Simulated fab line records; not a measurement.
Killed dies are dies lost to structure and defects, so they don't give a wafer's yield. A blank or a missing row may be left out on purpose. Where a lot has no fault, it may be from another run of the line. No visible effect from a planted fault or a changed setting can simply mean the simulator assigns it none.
Matching of chambers | flow gf180mcu | cmp-01 running GF_V4_CMP_26: 4 sister chambers
The step polishes, stops on SiO2, t overpolish 15 s, target thk 0 nm. 16 wafers are shown with their chamber, then 8 later ones without.

## WAFERS, EACH WITH ITS CHAMBER
wafer  | chamber | motor current A (A) | time to endpoint s (s) | overpolish run s (s)
L598.3 | 2       | 12.9                | 84.9                   | 14.997
L598.5 | 2       | 11.7                | 85.6                   | 15.000
L598.6 | 1       | 11.1                | 83.8                   | 14.996
L601.2 | 1       | 11.7                | 86.4                   | 15.008
L601.3 | 2       | 12.4                | 85.3                   | 15.012
L601.6 | 3       | 10.4                | 88.3                   | 15.000
L602.1 | 1       | 12.3                | 83.2                   | 15.006
L602.3 | 0       | 11.0                | 86.3                   | 14.997
L602.4 | 3       | 10.8                | 84.8                   | 15.013
L603.1 | 2       | 12.4                | 85.0                   | 14.987
L603.2 | 3       | 10.7                | 86.4                   | 14.995
L603.3 | 1       | 11.6                | 86.9                   | 15.004
L605.2 | 0       | 10.8                | 91.3                   | 15.006
L605.3 | 3       | 10.7                | 87.9                   | 14.999
L605.6 | 1       | 12.1                | 86.5                   | 15.012
L606.1 | 3       | 11.2                | 81.4                   | 15.005

SIGNATURES, as means of the wafers listed above
reading            | chamber 0 | chamber 1 | chamber 2 | chamber 3 | scatter within a chamber
motor current A    | 10.900    | 11.760    | 12.350    | 10.760    | 0.404
time to endpoint s | 88.800    | 85.360    | 85.200    | 85.760    | 2.16
overpolish run s   | 15.00150  | 15.00520  | 14.99900  | 15.00240  | 0.00759
Rule: for each reading, subtract the chamber's mean from the wafer's reading, divide by that reading's scatter and square the result; add these up over the readings and take the root, which gives the wafer's distance from the chamber. The wafer belongs to the nearest chamber; if the next one is less than 2 further off, it can't be placed. The scatter: the root of (the sum of the squares of (reading less its chamber's mean) over the shown wafers, divided by (wafers less chambers)).

## WAFERS WITH NO CHAMBER GIVEN
wafer  | motor current A (A) | time to endpoint s (s) | overpolish run s (s)
L606.3 | 10.3                | 84.9                   | 14.999
L606.6 | 10.6                | 88.1                   | 15.008
L608.3 | 10.6                | 86.2                   | 14.996
L608.5 | 12.3                | 88.5                   | 14.978
L608.6 | 11.7                | 85.7                   | 15.003
L620.1 | 12.0                | 87.8                   | 15.000
L620.3 | 11.8                | 87.5                   | 15.000
L620.4 | 10.9                | 86.6                   | 15.005

## CHAMBER TAKEN BY EACH
wafer  | from the rows above               | in truth
L606.3 | can't be placed: 3 or 0           | 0
L606.6 | can't be placed: 0 or 3 or 1      | 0
L608.3 | can't be placed: 3 or 0           | 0
L608.5 | can't be placed: 2 or 1 or 0 or 3 | 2
L608.6 | can't be placed: 1 or 2 or 3      | 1
L620.1 | can't be placed: 1 or 2 or 0 or 3 | 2
L620.3 | can't be placed: 1 or 2 or 0 or 3 | 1
L620.4 | can't be placed: 3 or 0 or 1      | 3
0 of 8 placed correctly. Cannot be placed on the basis of these rows: 8; the candidates contain the true chamber in 8. 0 placed wrongly.
